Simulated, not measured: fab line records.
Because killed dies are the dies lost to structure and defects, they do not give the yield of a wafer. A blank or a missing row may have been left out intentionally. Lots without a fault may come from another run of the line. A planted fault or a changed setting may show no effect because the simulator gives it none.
Chamber matching || flow sky130 || SKY_CONTACT_ETCH_16 on rie diel-03 has 4 sister chambers
The step etches BARC in N2/H2, stops on SiO2, time 45.9 s, target depth 60 nm. 8 wafers are shown with their chamber, then 9 later ones without.

## WAFERS, EACH WITH ITS CHAMBER
{"wafer": "L118.2", "chamber": 3, "drypump motor current A (A)": 5.8, "chamber pressure mTorr (mTorr)": 29.992}
{"wafer": "L119.6", "chamber": 2, "drypump motor current A (A)": 6.4, "chamber pressure mTorr (mTorr)": 30.011}
{"wafer": "L122.1", "chamber": 2, "drypump motor current A (A)": 6.4, "chamber pressure mTorr (mTorr)": 30.045}
{"wafer": "L125.2", "chamber": 1, "drypump motor current A (A)": 5.5, "chamber pressure mTorr (mTorr)": 29.979}
{"wafer": "L125.6", "chamber": 3, "drypump motor current A (A)": 5.8, "chamber pressure mTorr (mTorr)": 30.015}
{"wafer": "L130.1", "chamber": 0, "drypump motor current A (A)": 5.7, "chamber pressure mTorr (mTorr)": 30.015}
{"wafer": "L130.2", "chamber": 1, "drypump motor current A (A)": 5.4, "chamber pressure mTorr (mTorr)": 29.986}
{"wafer": "L130.5", "chamber": 0, "drypump motor current A (A)": 5.7, "chamber pressure mTorr (mTorr)": 29.973}

## WAFERS WITH NO CHAMBER GIVEN
{"wafer": "L128.1", "drypump motor current A (A)": 5.7, "chamber pressure mTorr (mTorr)": 29.986}
{"wafer": "L128.3", "drypump motor current A (A)": 5.8, "chamber pressure mTorr (mTorr)": 30.018}
{"wafer": "L128.4", "drypump motor current A (A)": 6.4, "chamber pressure mTorr (mTorr)": 29.979}
{"wafer": "L131.4", "drypump motor current A (A)": 5.4, "chamber pressure mTorr (mTorr)": 29.966}
{"wafer": "L131.5", "drypump motor current A (A)": 5.8, "chamber pressure mTorr (mTorr)": 30.037}
{"wafer": "L131.6", "drypump motor current A (A)": 5.7, "chamber pressure mTorr (mTorr)": 29.970}
{"wafer": "L132.1", "drypump motor current A (A)": 5.8, "chamber pressure mTorr (mTorr)": 29.964}
{"wafer": "L132.4", "drypump motor current A (A)": 5.7, "chamber pressure mTorr (mTorr)": 30.017}
{"wafer": "L132.6", "drypump motor current A (A)": 5.4, "chamber pressure mTorr (mTorr)": 29.998}

## WHICH CHAMBER EACH WENT THROUGH
{"wafer": "L128.1", "from the rows above": 0, "in truth": 0}
{"wafer": "L128.3", "from the rows above": 3, "in truth": 3}
{"wafer": "L128.4", "from the rows above": 2, "in truth": 2}
{"wafer": "L131.4", "from the rows above": 1, "in truth": 1}
{"wafer": "L131.5", "from the rows above": "can't be placed: 3 or 0", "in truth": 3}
{"wafer": "L131.6", "from the rows above": 0, "in truth": 0}
{"wafer": "L132.1", "from the rows above": "can't be placed: 3 or 0", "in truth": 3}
{"wafer": "L132.4", "from the rows above": "can't be placed: 0 or 3", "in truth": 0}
{"wafer": "L132.6", "from the rows above": 1, "in truth": 1}
Correct placement for 6 of the 9. These rows do not allow placing 3 (true chamber among the candidates in 3). Wrongly placed: 0.
How it was worked out, from the rows above alone: a wafer's distance from a chamber is the root of the sum, over the readings, of the square of ((its reading less the chamber's mean) divided by the reading's scatter). The wafer belongs to the nearest chamber; if the next one is less than 2 further off, it can't be placed. The mean given for a chamber averages the wafers shown for that chamber. How the scatter is found: for the shown wafers, subtract from each reading the mean of its chamber, square and add these, divide the total by (wafers less chambers), then take the root.
